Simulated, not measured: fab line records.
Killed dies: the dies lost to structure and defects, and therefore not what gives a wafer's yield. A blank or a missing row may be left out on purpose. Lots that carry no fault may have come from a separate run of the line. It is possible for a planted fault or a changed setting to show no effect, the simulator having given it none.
Split-lot trial :: flow sfq-line :: 5 lots, 23 wafers read, on a route of 325 steps

SPLIT DETAILS
At SFQ_TRILAYER_I6_VIA_LITHO_PEB_172 (peb time 60 s), the setting peb-time-s was moved away from the recipe's 60 s on 8 of the 23 wafers read, by -9.2% to +6.6%. For the rest of the wafers, this setting stayed at what the recipe calls for.

FROM THE SPLIT TO THE READING: what the file shows between them, 2 steps
- SFQ_TRILAYER_I6_VIA_LITHO_DEVELOP_171: time 60 s
- SFQ_TRILAYER_I6_VIA_BARC_OPEN_VIA_ETCH_235: etches BARC in O2, target depth 125 nm, time 41.7 s

THE READING
I6.cd-nm (the simulator's own value, which no gauge read), in nm, at SFQ_TRILAYER_I6_VIA_ETCH_VIA_ETCH_172 (etches SiO2 in CHF3, stops on Nb, target depth 260 nm). The file gives no usual value for it. Here, 15 wafers ran the recipe; their average is 699.3 nm with a standard deviation of 2.3 nm.

wafer: L075.1
tool, chamber at the split: litho-track-03, 0
peb-time-s as run, s: 60
against the recipe: recipe
I6.cd-nm, nm: 701.9
against lot-mates on the recipe: -

wafer: L075.3
tool, chamber at the split: litho-track-03, 0
peb-time-s as run, s: 63.96
against the recipe: +6.6%
I6.cd-nm, nm: 703.5
against lot-mates on the recipe: +4.5

wafer: L075.4
tool, chamber at the split: litho-track-03, 0
peb-time-s as run, s: 63.96
against the recipe: +6.6%
I6.cd-nm, nm: 711.1
against lot-mates on the recipe: +12.1

wafer: L075.5
tool, chamber at the split: litho-track-03, 0
peb-time-s as run, s: 60
against the recipe: recipe
I6.cd-nm, nm: 696
against lot-mates on the recipe: -

wafer: L075.6
tool, chamber at the split: litho-track-03, 0
peb-time-s as run, s: 63.96
against the recipe: +6.6%
I6.cd-nm, nm: 709.9
against lot-mates on the recipe: +10.9

wafer: L079.1
tool, chamber at the split: litho-track-01, 0
peb-time-s as run, s: 60
against the recipe: recipe
I6.cd-nm, nm: 700.5
against lot-mates on the recipe: -

wafer: L079.4
tool, chamber at the split: litho-track-01, 0
peb-time-s as run, s: 60
against the recipe: recipe
I6.cd-nm, nm: 701.5
against lot-mates on the recipe: -

wafer: L079.6
tool, chamber at the split: litho-track-01, 0
peb-time-s as run, s: 60
against the recipe: recipe
I6.cd-nm, nm: 698.2
against lot-mates on the recipe: -

wafer: L080.1
tool, chamber at the split: litho-track-03, 0
peb-time-s as run, s: 60
against the recipe: recipe
I6.cd-nm, nm: 698.3
against lot-mates on the recipe: -

wafer: L080.3
tool, chamber at the split: litho-track-03, 0
peb-time-s as run, s: 60
against the recipe: recipe
I6.cd-nm, nm: 698.5
against lot-mates on the recipe: -

wafer: L080.4
tool, chamber at the split: litho-track-03, 0
peb-time-s as run, s: 60
against the recipe: recipe
I6.cd-nm, nm: 699.7
against lot-mates on the recipe: -

wafer: L080.5
tool, chamber at the split: litho-track-03, 0
peb-time-s as run, s: 60
against the recipe: recipe
I6.cd-nm, nm: 700.3
against lot-mates on the recipe: -

wafer: L080.6
tool, chamber at the split: litho-track-03, 0
peb-time-s as run, s: 60
against the recipe: recipe
I6.cd-nm, nm: 700.9
against lot-mates on the recipe: -

wafer: L081.1
tool, chamber at the split: litho-track-02, 0
peb-time-s as run, s: 60
against the recipe: recipe
I6.cd-nm, nm: 699.1
against lot-mates on the recipe: -

wafer: L081.2
tool, chamber at the split: litho-track-02, 0
peb-time-s as run, s: 60
against the recipe: recipe
I6.cd-nm, nm: 702.7
against lot-mates on the recipe: -

wafer: L081.3
tool, chamber at the split: litho-track-02, 0
peb-time-s as run, s: 54.45
against the recipe: -9.2%
I6.cd-nm, nm: 682.6
against lot-mates on the recipe: -18.5

wafer: L081.4
tool, chamber at the split: litho-track-02, 0
peb-time-s as run, s: 54.45
against the recipe: -9.2%
I6.cd-nm, nm: 686.1
against lot-mates on the recipe: -15.0

wafer: L081.6
tool, chamber at the split: litho-track-02, 0
peb-time-s as run, s: 60
against the recipe: recipe
I6.cd-nm, nm: 701.5
against lot-mates on the recipe: -

wafer: L085.2
tool, chamber at the split: litho-track-02, 0
peb-time-s as run, s: 62.43
against the recipe: +4.0%
I6.cd-nm, nm: 705
against lot-mates on the recipe: +9.7

wafer: L085.3
tool, chamber at the split: litho-track-02, 0
peb-time-s as run, s: 62.43
against the recipe: +4.0%
I6.cd-nm, nm: 704
against lot-mates on the recipe: +8.7

wafer: L085.4
tool, chamber at the split: litho-track-02, 0
peb-time-s as run, s: 60
against the recipe: recipe
I6.cd-nm, nm: 695.1
against lot-mates on the recipe: -

wafer: L085.5
tool, chamber at the split: litho-track-02, 0
peb-time-s as run, s: 60
against the recipe: recipe
I6.cd-nm, nm: 695.5
against lot-mates on the recipe: -

wafer: L085.6
tool, chamber at the split: litho-track-02, 0
peb-time-s as run, s: 62.43
against the recipe: +4.0%
I6.cd-nm, nm: 704.7
against lot-mates on the recipe: +9.4

FIT RESULTS
A straight line over all 23 wafers: I6.cd-nm changes by +1.48 nm for each +1% of peb-time-s; r = +0.93; the points scatter about the line by 2.4 nm.
The same after taking each lot's own level away (the mean of its wafers on the recipe; 23 wafers): +1.73 nm for each +1%; r = +0.95; scatter 2.2 nm.
According to that fit, moving peb-time-s by its largest amount changes the reading by 16 nm.
From 695.30 to 701.10 nm: that is the span of the lots' own levels, equal to 2.5 times the standard deviation above.
Thus the slope moves with the lot-to-lot level: the two fits are different.
Check: for one of the wafers moved furthest among these (-9.2%), held out of the fit, the line's prediction against its lot-mates is -14.8 nm. It came out at -18.5 nm against them.

FURTHER SPLITS ON THESE WAFERS
These wafers also went through other splits before the reading. Each is held against what the fit with the lots' levels taken away leaves over:
other split on the same wafers: SFQ_TRILAYER_R5_LITHO_COAT_141 spin-rpm
wafers away from the commonest value: 4
r with I6.cd-nm (lot level and that fit taken away): -0.05

other split on the same wafers: SFQ_TRILAYER_R5_ETCH_METAL_ETCH_139 time-s
wafers away from the commonest value: 9
r with I6.cd-nm (lot level and that fit taken away): +0.61

other split on the same wafers: SFQ_TRILAYER_I5_LITHO_COAT_144 spin-rpm
wafers away from the commonest value: 10
r with I6.cd-nm (lot level and that fit taken away): +0.35

other split on the same wafers: SFQ_TRILAYER_C5_LITHO_COAT_151 spin-rpm
wafers away from the commonest value: 9
r with I6.cd-nm (lot level and that fit taken away): +0.16

other split on the same wafers: SFQ_TRILAYER_M6_BARC_OPEN_METAL_ETCH_206 time-s
wafers away from the commonest value: 11
r with I6.cd-nm (lot level and that fit taken away): -0.26

other split on the same wafers: SFQ_TRILAYER_I6_VIA_LITHO_COAT_174 spin-rpm
wafers away from the commonest value: 6
r with I6.cd-nm (lot level and that fit taken away): +0.32

THE WHOLE CHAIN: every reading that the file lists as answering this split, in the file's order
step: SFQ_TRILAYER_I6_VIA_BARC_OPEN_VIA_ETCH_235
what it does: etches BARC in O2, target depth 125 nm, time 41.7 s
reading: I6.cd-nm (the simulator's own value, which no gauge read)
change (the file's fit): +1.38 nm for each +1% of the setting
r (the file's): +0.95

step: SFQ_TRILAYER_I6_VIA_ETCH_VIA_ETCH_172
what it does: etches SiO2 in CHF3, stops on Nb, target depth 260 nm
reading: I6.cd-nm (the simulator's own value, which no gauge read)
change (the file's fit): +1.74 nm for each +1% of the setting
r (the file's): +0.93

FILE'S OWN FIT
I6.cd-nm changes by +1.74 nm for each +1% of peb-time-s, r = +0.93.
